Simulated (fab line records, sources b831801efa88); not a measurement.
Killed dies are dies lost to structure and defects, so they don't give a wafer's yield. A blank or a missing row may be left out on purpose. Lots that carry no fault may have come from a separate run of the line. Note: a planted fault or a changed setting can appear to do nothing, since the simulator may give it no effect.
Code-filled problem report in 8D (eight disciplines) form / flow gf180mcu / the parts of the form that need people (team, actions taken, sign-off) are left out

== 1. WHAT WENT WRONG ==
stripTimeToEndpointS at GF_MVSD_STRIP_10 reads a mean of 17.63 s on 6 wafers of 2 lots; wafers without a fault read 36.97 s with a standard deviation of 0.11. That is -99 or more standard deviations from the usual mean.
The step: strips in O2/N2.
Earliest sighting: wafer L618.3 on plasmaAsher-01 at day 8 00:02. The record has a number at this step for 42 wafers belonging to 14 lots. Rule for "out" (also "out of limits"): further than 4 standard deviations from the usual mean. The other wafers with a number count as sound.

== 2. WHAT IT IS, AND WHAT IT ISN'T ==
question=which readings at this step | is=stripTimeToEndpointS | is not=drypumpMotorCurrentA, heaterPowerW
question=which lots | is=L618, L622 | is not=L604, L605, L606, L607, L608, L610, L611, L612, L613, L619, L620, L623
question=which wafers of those lots | is=all that have a number | is not=-
question=read on which tools | is=plasmaAsher-01, plasmaAsher-03 | is not=plasmaAsher-02
question=when | is=from day 8 00:02 | is not=up to then (30 sound wafers); but 6 sound wafers of L620, L623 came after

== 3. THE SUSPECTS, EACH WITH WHAT RULES IT OUT ==
Counting: a tool at a process step up to the reading stays a suspect if it ran every lot that is out and no sound lot after the first of them.
- lithoTrack-01 at GF_MVSD_COAT_02 (resist thk 3000 nm): kept. It processed each lot that is out, first L618 at day 7 16:08, and no sound lot thereafter; up to then, the last sound lot it processed was L619 at day 7 15:11.
The count leaves lithoTrack-01 at GF_MVSD_COAT_02.

== 4. THE CAUSE (what the simulator had put in) ==
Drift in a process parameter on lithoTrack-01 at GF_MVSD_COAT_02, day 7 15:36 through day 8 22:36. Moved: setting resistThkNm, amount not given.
The count eliminated every tool but this one.

== 5. SEQUENCE OF EFFECTS, ordered by route ==
Each row: a reading whose mean over the struck wafers that have a number lies more than 3 standard deviations from the usual. Only readings for which the record gives a usual standard deviation are gone through. hours: the time from each lot's start at the first step in this table that gives one to its start at this step, as a median over the lots. sigmas: the change in usual standard deviations.
hours=0; step=GF_MVSD_STRIP_10; reading=stripTimeToEndpointS; usual=36.97 s; on struck wafers=17.63; change=-19.34; sigmas=-99 or more
The process steps in it:
- GF_MVSD_STRIP_10: strips in O2/N2.
At these later measuring or inspecting steps, every struck wafer for which the step has a row has a number for every such reading, and none has moved that far: GF_VT_IMPLANT_OVL_MEAS_18, GF_VT_IMPLANT_RS_MEAS_47.

== 6. HOW IT WOULD HAVE BEEN CAUGHT EARLIER ==
8 hours passed between the start of the fault at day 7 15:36 and the first reading out of limits in this record, taken at day 8 00:02.
Of the tool readings at GF_MVSD_COAT_02 for which the record gives a usual standard deviation, none was out on any struck wafer, so an alarm limit of 4 standard deviations on them would not have fired.
Of the lots that are out (2), L622 began GF_MVSD_COAT_02 on lithoTrack-01 after day 8 00:02. Had the tool been put on hold then, it would have been spared.
